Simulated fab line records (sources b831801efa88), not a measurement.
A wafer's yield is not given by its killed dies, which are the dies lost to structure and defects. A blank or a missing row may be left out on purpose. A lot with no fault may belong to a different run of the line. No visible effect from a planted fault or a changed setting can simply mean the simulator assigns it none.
Struck lot and sound lot, side by side	flow sfq-line	14 steps out of a route of 325
Sound: these wafers, L281.2, L281.5, L281.6. Struck: wafer L294.3 (L294.1, L294.6, from the same lot, were not struck and are left out); the cause is given at the end.
For every step that has rows: the tool of each side, followed by ch and its chambers, followed by its first start. Under that, the readings that differ: sound wafers	struck wafers	difference of the means	sigmas: that difference in standard deviations of wafers without a fault.
alike: readings whose means differ by less than 2 such deviations, and words and numbers that are the same on both sides. not compared: withheld readings, readings that some wafer has no value for, bounds like >300 that may hide the same value, and numbers for which the record gives no deviation and whose values overlap.
Wherever a step has rows on one side only, a row that says differs or no value, or a row with sigmas, the two part there. Non-overlapping numbers with no deviation appear without sigmas and do not part them. A reading missing from all wafers of one side parts the sides only when that side holds two or more wafers.

SFQ_TRILAYER_I3_DEP_PECVD_081: deposits SiO2 from SiH4/N2O, time 111.11 s, target thk 500 nm.
  sound on pecvd-02 ch 0,2, day 39 04:34; struck on pecvd-04 ch 1, day 46 11:24
  alike: heater-power-w, throttle-valve-pct
SFQ_TRILAYER_I3_CMP_CMP_082: polishes SiO2.
  sound on cmp-02 ch 0,3, day 40 02:38; struck on cmp-01 ch 2, day 46 12:40
reading	sound	struck	difference	sigmas
motor-current-A (A)	8.5 10.1 8.9	12.5	+3.3	+3
  alike: time-to-endpoint-s
SFQ_I3_BOW_MEAS_922:
  sound on film-metro-02 at day 40 05:40; struck on film-metro-04 at day 46 15:10
  alike: I3_BOW
SFQ_TRILAYER_I3_METRO_MEASURE_083:
  sound on film-metro-02 at day 40 05:58; struck on film-metro-04 at day 46 15:17
  alike: thk-nm
then, 6 steps without rows for these wafers: SFQ_TRILAYER_I3_VIA_LITHO_COAT_090 (resist thk 62 nm); SFQ_TRILAYER_I3_VIA_LITHO_COAT_085 (resist thk 650 nm); SFQ_TRILAYER_I3_VIA_LITHO_SOFTBAKE_089; SFQ_TRILAYER_I3_VIA_LITHO_EXPOSE_086 (exposes mask I3, target cd 500 nm); SFQ_TRILAYER_I3_VIA_LITHO_PEB_088 (peb time 60 s); SFQ_TRILAYER_I3_VIA_LITHO_DEVELOP_087 (time 60 s).
-- the record jumps here: 6 days lie between the struck wafers' starts before and after --
SFQ_I3_OVL_MEAS_923:
  sound on overlay-02 at day 45 16:29; struck on overlay-02 at day 52 03:38
  alike: I3_OVL
SFQ_TRILAYER_I3_VIA_BARC_OPEN_VIA_ETCH_121: etches BARC in O2, target depth 125 nm, time 41.7 s.
  sound on rie-diel-01 ch 0,3, day 45 16:31; struck on rie-diel-01 ch 0, day 52 03:40
  alike: bias-w, drypump-motor-current-A, oes-product-au
  not compared: rf-hours-counter-h
SFQ_TRILAYER_I3_VIA_ETCH_VIA_ETCH_088: etches SiO2 in CHF3, stops on Nb, target depth 260 nm.
  sound on rie-diel-01 ch 0,3, day 45 16:34; struck on rie-diel-01 ch 0, day 52 03:43
reading	sound	struck	difference	sigmas
bias-w (W)	79.80 79.86 79.92	85.30	+5.44	+23
  alike: drypump-motor-current-A, oes-product-au
SFQ_TRILAYER_I3_VIA_STRIP_STRIP_089: strips in O2.
  sound on rie-metal-01 ch 0,1, day 45 16:40; struck on rie-metal-03 ch 0, day 52 03:49
  alike: drypump-motor-current-A, he-backside-leak-sccm, oes-product-au
  not compared: rf-hours-counter-h

## WHERE THEY PART
First at SFQ_TRILAYER_I3_CMP_CMP_082; last, within this record, at SFQ_TRILAYER_I3_VIA_ETCH_VIA_ETCH_088. Later steps at which nothing parts them and some readings are alike: SFQ_TRILAYER_I3_VIA_STRIP_STRIP_089.

WHY: the cause the simulator had injected
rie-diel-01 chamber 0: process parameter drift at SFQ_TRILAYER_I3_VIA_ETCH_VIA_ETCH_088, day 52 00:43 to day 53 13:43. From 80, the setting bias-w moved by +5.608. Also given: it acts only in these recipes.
